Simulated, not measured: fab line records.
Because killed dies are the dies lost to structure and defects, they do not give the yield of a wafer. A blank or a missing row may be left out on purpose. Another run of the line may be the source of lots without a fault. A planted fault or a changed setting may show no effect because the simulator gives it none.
Code-filled problem report in 8D (eight disciplines) form | flow sky130 | the parts of the form that need people (team, actions taken, sign-off) are left out

## 1. THE ISSUE
NWELL_OXIDATION_THK at SKY_NWELL_THK_MEAS_02 reads a mean of 8.02 nm on 6 wafers of 2 lots; wafers without a fault read 10.02 nm with a standard deviation of 0.16. Measured from the usual mean, that is -13 standard deviations.
The first sign was on wafer L373.1 at day 3 19:28, on film-metro-04. The record holds 33 wafers of 11 lots with a number at this step. By rule, "out" or "out of limits" means more than 4 standard deviations away from the usual mean. All remaining wafers that have a number are taken as sound.

## 2. WHAT IT IS AND WHAT IT IS NOT
question                    | is                           | is not
which readings at this step | NWELL_OXIDATION_THK          | -
which lots                  | L373, L379                   | L367, L368, L369, L372, L378, L384, L386, L389, L390
which wafers of those lots  | all that have a number       | -
read on which gauges        | film-metro-02, film-metro-04 | -
when                        | from day 3 19:28             | up to then (12 sound wafers); but 15 sound wafers of L378, L384, L386, L389, L390 came after

## 3. THE SUSPECTS, EACH WITH WHAT RULES IT OUT
Counting: a tool at any process step up to the reading remains a suspect when it ran all the lots that are out and ran no sound lot after the first of those.
- ruled out: the gauge at SKY_NWELL_THK_MEAS_02. 2 gauges (film-metro-02, film-metro-04) read the wafers that are out.
- furnace-01 at SKY_NWELL_OXIDATION_01 (stabilise 600 s, purge 300 s, target thk 10 nm): kept. It ran every lot that is out, first L373 (day 3 18:04), and no sound lot after that; its last sound lot up to then is L372 (day 3 11:52). Its own spike-tc-bottom-C, spike-tc-centre-C, spike-tc-lower-C, spike-tc-upper-C, tube-center-temp-C, tube_center_temp_C_max readings are out on those wafers.
Remaining after the count: furnace-01 at SKY_NWELL_OXIDATION_01.

## 4. THE CAUSE (what the simulator had put in)
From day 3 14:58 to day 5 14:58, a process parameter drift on furnace-01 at SKY_NWELL_OXIDATION_01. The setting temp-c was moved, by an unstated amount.
Counting left only this tool.

## 5. THE EFFECT CHAIN, in route order
Rows list readings where the struck wafers' mean (over those with a number) sits beyond 3 standard deviations from the usual. Only readings for which the record gives a usual standard deviation are gone through. hours: the time from each lot's start at the first step in this table that gives one to its start at this step, as a median over the lots. sigmas: the change in usual standard deviations.
hours | step                   | reading                | usual    | on struck wafers | change | sigmas
0     | SKY_NWELL_OXIDATION_01 | spike-tc-bottom-C      | 920.0 C  | 897.5            | -22.5  | -8.0
0     | SKY_NWELL_OXIDATION_01 | spike-tc-centre-C      | 900.9 C  | 880.8            | -20.1  | -21
0     | SKY_NWELL_OXIDATION_01 | spike-tc-lower-C       | 900.7 C  | 878.4            | -22.4  | -14
0     | SKY_NWELL_OXIDATION_01 | spike-tc-upper-C       | 900.5 C  | 879.9            | -20.6  | -16
0     | SKY_NWELL_OXIDATION_01 | tube-center-temp-C     | 900 C    | 880              | -20    | -99 or more
0     | SKY_NWELL_OXIDATION_01 | tube_center_temp_C_max | 902.3    | 881.9            | -20.4  | -55
0     | SKY_NWELL_OXIDATION_01 | zone-power-top-pct     | 34.2 %   | 32.8             | -1.4   | -3.8
1     | SKY_NWELL_THK_MEAS_02  | NWELL_OXIDATION_THK    | 10.02 nm | 8.02             | -2.00  | -13
It contains these process steps:
- SKY_NWELL_OXIDATION_01: stabilise 600 s, purge 300 s, target thk 10 nm.
At these later measuring or inspecting steps, every struck wafer for which the step has a row has a number for every such reading, and none has moved that far: SKY_METAL1_OVL_MEAS_16.

## 6. WHAT WOULD HAVE CAUGHT IT SOONER
4 hours passed between the start of the fault at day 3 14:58 and the first reading out of limits at a measuring or inspecting step in this record, taken at day 3 19:28.
The tool's own readings at SKY_NWELL_OXIDATION_01 were out on every struck wafer that the step has a row for (spike-tc-bottom-C, spike-tc-centre-C, spike-tc-lower-C, spike-tc-upper-C, tube-center-temp-C, tube_center_temp_C_max): an alarm limit on them would have fired on the first of those.
Of the lots that are out (2), L379 began SKY_NWELL_OXIDATION_01 on furnace-01 after day 3 19:28. It would have been spared by a hold on the tool at that moment.
